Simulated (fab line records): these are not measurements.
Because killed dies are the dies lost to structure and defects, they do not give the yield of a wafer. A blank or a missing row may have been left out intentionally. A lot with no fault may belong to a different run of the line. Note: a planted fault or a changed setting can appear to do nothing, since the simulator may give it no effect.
fab line records    flow sky130
record: lots: 6  wafers: 18  lastDay: 50
route steps=708 shown CONTACT@423 METAL1@434 PAD_OPEN@708
lots that met no fault: from a run of the same line without faults
startH: hours from the record's opening day to when the first of the lot's shown wafers began    waitH: how many hours have passed since the lot's step before this one    " unchanged from the row above    L1.1+2: a row that stands for several wafers    - either no value or no given start    * or withheld: withheld    < > ~ a bound
route shown NAME@n: NAME is a module with steps in the file, n the number in the route of the first one    usual: mean and standard deviation over wafers with no fault    same: alike in all rows    chamber/n: place in a boat    sites: each site's reading    _std_site: the standard deviation of these    _edge_site: inner sites' mean taken away from outer sites' mean    radiusMm: for every site, how far away it sits from the centre of the wafer    mask NAME#n: copy n    behind: the most recent tool/chamber to have shaped the wafer    hold: why the lot was held/for how many hours/how that ended    device: the n, p or np transistor that did not switch    end of line: the same wafers' tests at the end of the route    for a step that has no rows: nothing shown but its recipe    killed: count of dies lost to structure and defects at first sort (not the wafer's yield)    map: per-die view of a wafer (x killed, . not killed, _ where there is no die)
set.NAME: the setting as run; set.NAME@STEP: as run at that earlier step    model.NAME: the simulator's own value behind a step, which no gauge read
a table for each step, a row for each wafer; lots at some steps of the route
services: the hour from which a tool's chamber was out of use, counted from the record's first day as startH (under 0 if before that day), plus the number of hours and why
== steps ==
step: SKY_CONTACT_ETCH_17
recipe: target: SiO2  chemistry: C4F8/O2/Ar  stopOn: Si3N4  maskMaterial: KrF-thick  sourceW: 1500  biasW: 1200  pressureMtorr: 40  c4f8FlowSccm: withheld  O2_flow_sccm: 6  Ar_flow_sccm: 300  timeS: withheld  targetDepthA: 3400
step: SKY_CONTACT_ETCH_18
recipe: target: Si3N4  chemistry: CHF3/O2  stopOn: TiN  sourceW: 600  biasW: 200  pressureMtorr: 40  chf3FlowSccm: 50  O2_flow_sccm: 5  timeS: 39  targetDepthA: 750
usual: O2_flow_sccm: 5.001/0.014  drypumpMotorCurrentA: 5.6/0.35  oesProductAu: 0.853/0.0079  throttleValvePct: 8.792/0.0087
lot.wafer  tool        chamber  startH  waitH  O2_flow_sccm  drypumpMotorCurrentA  oesProductAu  rfHoursCounterH  throttleValvePct
L265.1     rieDiel-01  3        -       -      4.992         6.5                   0.853         1                8.793
L265.3     "           1        "       "      5.035         6.1                   0.855         13               8.779
L265.6     "           0        "       "      5.002         5.8                   0.859         -                8.778
L267.2     rieDiel-04  1        -       -      5.016         5.1                   0.856         6                8.787
L267.4     "           2        "       "      4.993         5.9                   0.862         31               8.776
L267.5     "           2        "       "      4.981         5.9                   0.862         -                8.780
L277.1     rieDiel-03  2        -       -      4.994         5.4                   0.852         11               8.801
L277.2     "           0        "       "      5.019         5.6                   0.855         22               8.794
L277.4     "           3        "       "      5.021         5.4                   0.860         8                8.798
L278.1     rieDiel-03  0        -       -      5.016         5.6                   0.840         23               8.771
L278.4     "           2        "       "      5.009         5.4                   0.844         12               8.787
L278.6     "           1        "       "      5.019         5.4                   0.858         -                8.797
L282.1     rieDiel-03  2        -       -      5.001         5.3                   0.857         13               8.784
L282.2     "           1        "       "      5.005         5.4                   0.863         24               8.789
L282.4     "           0        "       "      4.999         5.6                   0.861         24               8.796
L288.1     rieDiel-03  0        -       -      5.013         5.6                   0.838         26               8.780
L288.4     "           2        "       "      5.009         5.4                   0.841         14               8.797
L288.6     "           0        "       "      5.003         5.6                   0.854         -                8.783
step: SKY_CONTACT_STRIP_19
recipe: chemistry: O2/N2  powerW: 1400  pressureMtorr: 1500  platenTempC: withheld  o2FlowSccm: 3000  n2FlowSccm: 300  overashFraction: 0.5
step: SKY_CONTACT_STRIP_20
recipe: chemistry: postEtchResidueRemover  timeS: 1200  tempC: 72.5
step: SKY_CONTACT_CLEAN_21
recipe: chemistry: IPA  timeS: 180  tempC: 25
step: SKY_CONTACT_CLEAN_22
recipe: chemistry: O3/DIW  dry: n2Spin
step: SKY_CONTACT_SPUTTER_23
recipe: material: TiN  targetThkNm: 20  chamberPressurePa: 5  powerW: 4000  timeS: 80
usual: cathodeDcPowerW: 4000.1/0.74  chamberPressurePa: 5.000/0.01  throttleValvePct: 30.2/1.4
lot.wafer  tool           chamber  startH  waitH  cathodeDcPowerW  chamberPressurePa  throttleValvePct
L265.1     pvdSputter-04  -        724.43  0.0    3999.4           4.995              29.7
L265.3     "              -        "       "      4000.0           5.015              32.8
L265.6     "              -        "       "      3999.8           5.017              32.9
L267.2     pvdSputter-04  -        742.79  0.0    3999.7           5.014              30.7
L267.4     "              -        "       "      3999.9           4.997              32.8
L267.5     "              -        "       "      4001.2           5.000              28.6
L277.1     pvdSputter-04  -        820.54  0.0    3999.2           4.987              32.9
L277.2     "              -        "       "      4000.7           5.010              30.6
L277.4     "              -        "       "      4000.6           4.998              30.1
L278.1     pvdSputter-01  -        831.52  0.0    3999.7           4.999              29.4
L278.4     "              -        "       "      3999.8           5.006              28.7
L278.6     "              -        "       "      4000.1           4.992              28.4
L282.1     pvdSputter-04  -        862.99  0.0    3999.8           5.007              29.8
L282.2     "              -        "       "      3999.3           5.002              30.8
L282.4     "              -        "       "      4000.8           4.984              28.7
L288.1     pvdSputter-03  -        907.10  0.0    3998.8           4.965              29.4
L288.4     "              -        "       "      4000.7           4.998              31.7
L288.6     "              -        "       "      3999.4           5.019              28.9
step: SKY_CONTACT_CVD_24
recipe: material: W  targetThkNm: 340  timeS: 102.12  tempC: 400  pressureTorr: 40
usual: heaterPowerW: 860/55
lot.wafer  tool     chamber  startH  waitH  heaterPowerW
L265.1     cvdW-02  1        724.49  0.0    912
L265.3     "        1        "       "      936
L265.6     "        1        "       "      905
L267.2     cvdW-01  0        742.85  0.0    819
L267.4     "        0        "       "      822
L267.5     "        1        "       "      800
L277.1     cvdW-01  0        820.60  0.0    818
L277.2     "        1        "       "      808
L277.4     "        1        "       "      808
L278.1     cvdW-01  1        831.58  0.0    797
L278.4     "        0        "       "      831
L278.6     "        0        "       "      828
L282.1     cvdW-02  1        863.05  0.0    957
L282.2     "        0        "       "      846
L282.4     "        1        "       "      943
L288.1     cvdW-01  0        907.16  0.0    858
L288.4     "        0        "       "      826
L288.6     "        0        "       "      841
step: SKY_CONTACT_RS_MEAS_25
recipe: thkMeasGauge: four-point-probe  reads: W_of_CONTACT_CVD_24+TiN_of_CONTACT_SPUTTER_23
usual: CONTACT_W_RS: 0.337/0.0047
lot.wafer  tool          chamber  startH  waitH  CONTACT_W_RS[ohm/sq]
L265.1     filmMetro-02  -        724.71  0.2    0.337
L265.3     "             -        "       "      0.334
L265.6     "             -        "       "      0.336
L267.2     filmMetro-02  -        742.98  0.1    0.342
L267.4     "             -        "       "      0.338
L267.5     "             -        "       "      0.325
L277.1     filmMetro-04  -        820.71  0.1    0.340
L277.2     "             -        "       "      0.334
L277.4     "             -        "       "      0.332
L278.1     filmMetro-03  -        831.69  0.1    0.328
L278.4     "             -        "       "      0.336
L278.6     "             -        "       "      0.343
L282.1     filmMetro-04  -        863.16  0.1    0.335
L282.2     "             -        "       "      0.335
L282.4     "             -        "       "      0.338
L288.1     filmMetro-04  -        907.27  0.1    0.342
L288.4     "             -        "       "      0.340
L288.6     "             -        "       "      0.341
step: SKY_CONTACT_THK_MEAS_26
recipe: thkMeasGauge: xrf  reads: W_of_CONTACT_CVD_24
usual: CONTACT_W_THK: 352/6.7
lot.wafer  tool          chamber  startH  waitH  CONTACT_W_THK[nm]
L265.1     filmMetro-02  -        724.83  0.1    347
L265.3     "             -        "       "      347
L265.6     "             -        "       "      347
L267.2     filmMetro-02  -        743.09  0.1    341
L267.4     "             -        "       "      347
L267.5     "             -        "       "      358
L277.1     filmMetro-04  -        820.83  0.1    348
L277.2     "             -        "       "      357
L277.4     "             -        "       "      356
L278.1     filmMetro-03  -        831.81  0.1    365
L278.4     "             -        "       "      357
L278.6     "             -        "       "      351
L282.1     filmMetro-04  -        863.28  0.1    355
L282.2     "             -        "       "      355
L282.4     "             -        "       "      355
L288.1     filmMetro-04  -        907.39  0.1    348
L288.4     "             -        "       "      350
L288.6     "             -        "       "      349
step: SKY_CONTACT_CMP_27
recipe: stopOn: SiO2  tOverpolishS: 15  downForcePsi: 3.5  platenRpm: 60  targetThkNm: 0  padVelocityMS: 0.94248
step: SKY_METAL1_SPUTTER_00
recipe: material: Ti  targetThkNm: 15  powerW: 3000  timeS: 10  chamberPressurePa: 0.4
usual: cathodeDcPowerW: 3000.0/0.55  chamberPressurePa: 0.4001/0.00077  throttleValvePct: 30.0/1.1
lot.wafer  tool           chamber  startH  waitH  cathodeDcPowerW  chamberPressurePa  throttleValvePct
L265.1     pvdSputter-02  -        725.19  0.1    2999.2           0.4010             30.7
L265.3     "              -        "       "      2999.8           0.4006             30.0
L265.6     "              -        "       "      3000.8           0.3995             28.8
L267.2     pvdSputter-03  -        743.44  0.1    2999.6           0.4005             31.9
L267.4     "              -        "       "      3000.5           0.3994             29.0
L267.5     "              -        "       "      3001.3           0.3992             29.1
L277.1     pvdSputter-02  -        821.19  0.1    3000.4           0.3997             28.6
L277.2     "              -        "       "      2999.2           0.3996             30.3
L277.4     "              -        "       "      3001.0           0.4008             30.5
L278.1     pvdSputter-03  -        832.17  0.1    3000.1           0.4010             29.5
L278.4     "              -        "       "      3001.3           0.4006             30.2
L278.6     "              -        "       "      3000.1           0.3992             31.8
L282.1     pvdSputter-03  -        863.64  0.2    3000.6           0.3998             29.3
L282.2     "              -        "       "      3000.2           0.4012             29.2
L282.4     "              -        "       "      3000.3           0.3996             31.9
L288.1     pvdSputter-03  -        907.75  0.1    2999.6           0.3990             32.0
L288.4     "              -        "       "      2999.6           0.3999             30.7
L288.6     "              -        "       "      2999.8           0.4003             29.2
step: SKY_METAL1_SPUTTER_01
recipe: material: TiN  targetThkNm: 20  powerW: 6500  timeS: 16.7  chamberPressurePa: 0.4
usual: cathodeDcPowerW: 6500.1/1.1  chamberPressurePa: 0.4000/0.00074  throttleValvePct: 30.0/1
lot.wafer  tool           chamber  startH  waitH  cathodeDcPowerW  chamberPressurePa  throttleValvePct
L265.1     pvdSputter-02  -        725.21  0.0    6498.8           0.3992             30.6
L265.3     "              -        "       "      6498.9           0.4015             29.8
L265.6     "              -        "       "      6501.3           0.4003             28.9
L267.2     pvdSputter-03  -        743.46  0.0    6501.7           0.4003             32.0
L267.4     "              -        "       "      6500.5           0.4001             29.3
L267.5     "              -        "       "      6497.9           0.3993             29.1
L277.1     pvdSputter-02  -        821.22  0.0    -                -                  -
L277.2     "              -        "       "      -                -                  -
L277.4     "              -        "       "      -                -                  -
L278.1     pvdSputter-03  -        832.20  0.0    -                -                  -
L278.4     "              -        "       "      -                -                  -
L278.6     "              -        "       "      -                -                  -
L282.1     pvdSputter-03  -        863.66  0.0    6500.4           0.4000             29.3
L282.2     "              -        "       "      6500.7           0.4011             29.1
L282.4     "              -        "       "      6499.3           0.4003             32.0
L288.1     pvdSputter-03  -        907.77  0.0    6499.8           0.4010             32.0
L288.4     "              -        "       "      6501.5           0.3989             30.6
L288.6     "              -        "       "      6500.6           0.4000             29.1
step: SKY_METAL1_SPUTTER_02
recipe: material: AlCu  targetThkNm: 250  powerW: 10600  timeS: 13.3  chamberPressurePa: 0.4
usual: cathodeDcPowerW: 10600/1.9  chamberPressurePa: 0.4000/0.00094  throttleValvePct: 30.0/1
lot.wafer  tool           chamber  startH  waitH  cathodeDcPowerW  chamberPressurePa  throttleValvePct
L265.1     pvdSputter-02  -        725.24  0.0    10602            0.4006             30.5
L265.3     "              -        "       "      10601            0.3984             29.9
L265.6     "              -        "       "      10599            0.4015             28.9
L267.2     pvdSputter-03  -        743.49  0.0    10599            0.4000             31.8
L267.4     "              -        "       "      10596            0.4003             29.2
L267.5     "              -        "       "      10601            0.4008             29.3
L277.1     pvdSputter-02  -        821.24  0.0    10598            0.4007             28.9
L277.2     "              -        "       "      10597            0.3992             30.3
L277.4     "              -        "       "      10597            0.3991             30.5
L278.1     pvdSputter-03  -        832.23  0.0    10597            0.4000             29.6
L278.4     "              -        "       "      10598            0.3998             30.5
L278.6     "              -        "       "      10597            0.3997             31.9
L282.1     pvdSputter-03  -        863.69  0.0    10601            0.4005             29.5
L282.2     "              -        "       "      10597            0.3991             29.0
L282.4     "              -        "       "      10602            0.4007             32.0
L288.1     pvdSputter-03  -        907.80  0.0    10603            0.4003             32.3
L288.4     "              -        "       "      10600            0.4015             30.8
L288.6     "              -        "       "      10598            0.4001             29.2
step: SKY_PAD_OPEN_PROBE_99
usual: defectLimitedYield: 82.5/1.9  killed_at_M0_to_M3: 44/6.4  killed_at_M4_up: 3.4/2.1  killedAtContacts: 23/5  killedAtFrontEnd: 15/4.5  killedAtOther: 0.3/0.54  killedDies: 86/9.5  killedOpen: 48/6.9  killedShort: 38/5.9  sort_bin_3_pad_short: 0.8/0.44  sort_bin_5_function: 10.5/1.6  sort_bin_6_memory: 6.1/1.1  sortNPass: 406/9.5  sortYieldPct: 82.5/1.9
same: grossDies: 492  killedAtBackSide: 0  sort_bin_4_leakage[%]: 0  sort_bin_8_speed[%]: 0
lot.wafer  tool       chamber  startH   waitH  defectLimitedYield[%]  killed_at_M0_to_M3  killed_at_M4_up  killedAtContacts  killedAtFrontEnd  killedAtOther  killedDies  killedOpen  killedShort  sort_bin_3_pad_short[%]  sort_bin_5_function[%]  sort_bin_6_memory[%]  sortNPass  sortYieldPct[%]  model.etest.mconChain.rcOhm  model.etest.met1.lineOhmUm  model.etest.met1.rsOhmSq
L265.1     prober-01  -        1069.01  0.1    82.7                   45                  4                18                18                0              85          50          34           0.6                      11.6                    5.1                   407        82.7             17.1                         0.8844                      0.1255
L265.3     prober-01  -        1069.11  0.2    80.1                   49                  4                22                21                2              98          46          50           1.2                      11.4                    7.3                   394        80.1             16.41                        0.9072                      0.1279
L265.6     prober-01  -        1069.26  0.2    85.8                   37                  0                20                12                1              70          38          31           1.2                      8.7                     4.3                   422        85.8             16.13                        0.9199                      0.127
L267.2     prober-02  -        1084.16  0.1    81.9                   48                  2                26                12                1              89          49          40           0.4                      10.6                    7.1                   403        81.9             16.88                        0.9319                      0.1277
L267.4     prober-02  -        1084.26  0.2    83.3                   41                  4                26                11                0              82          48          34           0.8                      10.2                    5.7                   410        83.3             17.5                         0.911                       0.1265
L267.5     prober-02  -        1084.31  0.2    83.9                   44                  1                20                14                0              79          45          34           0.8                      10.8                    4.5                   413        83.9             16.74                        0.9064                      0.1275
L277.1     prober-01  -        1140.66  0.1    82.7                   45                  0                24                15                1              85          38          47           0.8                      8.7                     7.7                   407        82.7             16.11                        1.077                       0.1499
L277.2     prober-01  -        1140.71  0.1    80.3                   48                  3                30                16                0              97          55          42           0.8                      12.0                    6.9                   395        80.3             15.73                        1.029                       0.1478
L277.4     prober-01  -        1140.81  0.2    82.5                   41                  4                28                13                0              86          56          30           0.6                      11.6                    5.3                   406        82.5             15.09                        1.026                       0.148
L278.1     prober-02  -        1147.58  0.1    78.3                   55                  6                28                17                1              107         67          38           0.4                      13.0                    8.3                   385        78.3             15.99                        1.025                       0.1477
L278.4     prober-02  -        1147.73  0.2    79.5                   59                  4                19                19                0              101         52          47           1.2                      13.0                    6.3                   391        79.5             16.25                        1.067                       0.1475
L278.6     prober-02  -        1147.83  0.2    78.9                   56                  2                19                27                0              104         48          56           1.6                      13.2                    6.3                   388        78.9             16.02                        1.048                       0.1456
L282.1     prober-02  -        1169.56  0.1    83.3                   46                  4                15                17                0              82          41          41           1.0                      11.2                    4.5                   410        83.3             17.43                        0.9316                      0.1263
L282.2     prober-02  -        1169.61  0.1    82.9                   43                  2                26                13                0              84          43          40           0.6                      9.6                     6.9                   408        82.9             17.14                        0.8985                      0.127
L282.4     prober-02  -        1169.71  0.2    81.5                   48                  6                25                12                0              91          51          40           0.6                      11.4                    6.5                   401        81.5             16.8                         0.9018                      0.1256
L288.1     prober-02  -        1196.41  0.1    85.2                   40                  5                16                12                0              73          43          29           0.6                      8.7                     5.5                   419        85.2             16.47                        0.892                       0.1233
L288.4     prober-02  -        1196.56  0.2    84.3                   45                  2                21                8                 1              77          48          28           0.4                      9.1                     6.1                   415        84.3             17.02                        0.8889                      0.1245
L288.6     prober-02  -        1196.66  0.2    82.3                   47                  4                25                11                0              87          46          41           0.4                      10.6                    6.7                   405        82.3             16.26                        0.8983                      0.1241
killed by level:class
L265.1 VIA1:geometricParticle:open=10 VIA2:geometricParticle:open=9 CONTACT:geometricParticle:open=7 POLY_GATE:geometricParticle:short=6 METAL1:geometricParticle:short=5 VIA3:geometricParticle:open=5 FIELD_ISO:geometricParticle:open=4 VIA1:geometricParticle:short=4
L265.3 VIA1:geometricParticle:open=10 METAL3:geometricParticle:short=8 POLY_GATE:geometricParticle:open=7 CONTACT:geometricParticle:open=7 METAL1:geometricParticle:short=6 VIA1:geometricParticle:short=6 LI_CONTACT:geometricParticle:short=5 LI_CONTACT:geometricParticle:open=5
L265.6 CONTACT:geometricParticle:open=9 VIA3:geometricParticle:open=7 VIA1:geometricParticle:open=6 METAL2:geometricParticle:short=6 FIELD_ISO:geometricParticle:open=5 METAL1:geometricParticle:short=5 LI_CONTACT:geometricParticle:open=3 LOCAL_INTERCONNECT:geometricParticle:short=3
L267.2 VIA1:geometricParticle:open=15 CONTACT:geometricParticle:open=8 LOCAL_INTERCONNECT:geometricParticle:short=6 VIA3:geometricParticle:short=6 VIA3:geometricParticle:open=6 CONTACT:geometricParticle:short=5 VIA2:geometricParticle:open=5 FIELD_ISO:geometricParticle:open=4
L267.4 VIA1:geometricParticle:open=15 CONTACT:geometricParticle:short=9 LI_CONTACT:geometricParticle:open=7 VIA2:geometricParticle:open=6 VIA1:geometricParticle:short=5 CONTACT:geometricParticle:open=5 VIA3:geometricParticle:open=5 FIELD_ISO:geometricParticle:open=3
L267.5 VIA1:geometricParticle:open=10 VIA3:geometricParticle:open=9 CONTACT:geometricParticle:open=6 LI_CONTACT:geometricParticle:open=5 LI_CONTACT:geometricParticle:short=5 METAL1:geometricParticle:short=5 METAL2:geometricParticle:short=5 VIA2:geometricParticle:open=5
L277.1 VIA1:geometricParticle:open=9 METAL1:geometricParticle:short=8 CONTACT:geometricParticle:open=7 METAL2:geometricParticle:short=7 FIELD_ISO:geometricParticle:short=5 LI_CONTACT:geometricParticle:open=5 LOCAL_INTERCONNECT:geometricParticle:short=5 VIA3:geometricParticle:open=5
L277.2 VIA1:geometricParticle:open=12 LI_CONTACT:geometricParticle:open=11 METAL2:geometricParticle:short=9 CONTACT:geometricParticle:open=7 LI_CONTACT:geometricParticle:short=4 LOCAL_INTERCONNECT:geometricParticle:short=4 CONTACT:geometricParticle:short=4 VIA3:geometricParticle:open=4
L277.4 CONTACT:geometricParticle:open=11 VIA1:geometricParticle:open=11 VIA2:geometricParticle:open=8 LI_CONTACT:geometricParticle:open=7 VIA3:geometricParticle:open=7 FIELD_ISO:geometricParticle:open=5 VIA1:geometricParticle:short=5 METAL4:geometricParticle:short=4
L278.1 CONTACT:geometricParticle:open=12 VIA3:geometricParticle:open=11 VIA1:geometricParticle:open=11 VIA2:geometricParticle:open=11 METAL2:geometricParticle:short=7 FIELD_ISO:geometricParticle:open=6 VIA2:geometricParticle:short=6 POLY_GATE:geometricParticle:open=5
L278.4 VIA1:geometricParticle:open=24 METAL2:geometricParticle:short=7 VIA3:geometricParticle:open=7 METAL1:geometricParticle:short=6 POLY_GATE:geometricParticle:short=6 LOCAL_INTERCONNECT:geometricParticle:short=5 CONTACT:geometricParticle:short=5 CONTACT:geometricParticle:open=5
L278.6 METAL1:geometricParticle:short=11 VIA1:geometricParticle:open=10 METAL2:geometricParticle:short=10 CONTACT:geometricParticle:open=7 POLY_GATE:geometricParticle:short=5 POLY_GATE:geometricParticle:open=4 VIA3:geometricParticle:open=4 VIA2:geometricParticle:open=4
L282.1 VIA1:geometricParticle:open=12 METAL1:geometricParticle:short=9 FIELD_ISO:geometricParticle:short=8 METAL2:geometricParticle:short=8 CONTACT:geometricParticle:open=7 VIA2:geometricParticle:open=5 FIELD_ISO:geometricParticle:open=3 VIA3:geometricParticle:short=3
L282.2 METAL1:geometricParticle:short=10 LI_CONTACT:geometricParticle:open=7 VIA1:geometricParticle:open=6 LOCAL_INTERCONNECT:geometricParticle:short=6 CONTACT:geometricParticle:short=6 CONTACT:geometricParticle:open=6 VIA1:geometricParticle:short=6 VIA2:geometricParticle:open=6
L282.4 CONTACT:geometricParticle:open=12 VIA3:geometricParticle:open=11 METAL1:geometricParticle:short=8 VIA1:geometricParticle:open=7 VIA2:geometricParticle:open=5 LI_CONTACT:geometricParticle:short=4 CONTACT:geometricParticle:short=4 VIA3:geometricParticle:short=4
L288.1 VIA2:geometricParticle:open=9 CONTACT:geometricParticle:open=7 VIA3:geometricParticle:open=6 VIA1:geometricParticle:short=5 VIA1:geometricParticle:open=5 CONTACT:geometricParticle:short=4 METAL1:geometricParticle:short=4 METAL4:geometricParticle:short=4
L288.4 VIA1:geometricParticle:open=15 VIA3:geometricParticle:open=11 CONTACT:geometricParticle:open=9 LOCAL_INTERCONNECT:geometricParticle:short=6 LI_CONTACT:geometricParticle:open=5 METAL2:geometricParticle:short=4 VIA3:geometricParticle:short=4 POLY_GATE:geometricParticle:short=3
L288.6 LI_CONTACT:geometricParticle:open=9 VIA2:geometricParticle:open=8 VIA3:geometricParticle:open=8 VIA1:geometricParticle:open=7 METAL2:geometricParticle:short=7 CONTACT:geometricParticle:open=5 VIA1:geometricParticle:short=5 METAL3:geometricParticle:short=5
== services ==
tool           chamber  startH  hours  kind
cvdW-02        0        713.06  20.5   repair
rieDiel-01     2        715.58  132.0  repair
pvdSputter-03  -        752.22  4.7    repair
pvdSputter-03  2        757.19  -      consumableReplace:kit
pvdSputter-03  2        757.19  18.0   scheduledDown
pvdSputter-03  2        757.19  18.0   ventCycle
pvdSputter-04  -        763.78  5.0    repair
pvdSputter-03  -        768.96  12.4   repair
cvdW-02        -        769.83  0.5    repair
rieDiel-03     3        770.08  9.0    repair
rieDiel-01     1        783.46  3.8    repair
cvdW-02        -        798.67  0.3    repair
pvdSputter-01  -        803.96  12.1   repair
pvdSputter-01  -        810.40  4.9    repair
pvdSputter-02  -        824.34  1.9    repair
pvdSputter-03  -        852.95  9.3    repair
rieDiel-04     -        861.17  4.3    pm
cvdW-01        -        864.74  6.9    pm
rieDiel-04     0        869.69  2.9    repair
pvdSputter-02  -        878.24  2.6    repair
pvdSputter-02  -        878.65  4.5    repair
pvdSputter-01  -        901.17  3.3    repair
rieDiel-01     3        902.38  2.9    repair
cvdW-02        -        904.00  14.0   pm
== key ==
firstSign: step: SKY_METAL1_SPUTTER_01  reading: toolRecord  direction: missing
effect none on later readings
modelEffect: step: SKY_PAD_OPEN_PROBE_99  value: etest.mconChain.rcOhm  without: 16.6  struck: 15.86
metAt SKY_METAL1_SPUTTER_01
struckWafers L277.1,L277.2,L277.4,L278.1,L278.4,L278.6
onsetBetween 743.46 821.22
fault: kind: skippedStepWhole  tool: pvdSputter-02,pvdSputter-03  chamber: -  onsetH: 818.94  steps: SKY_METAL1_SPUTTER_01  scope: struckLotsOnly
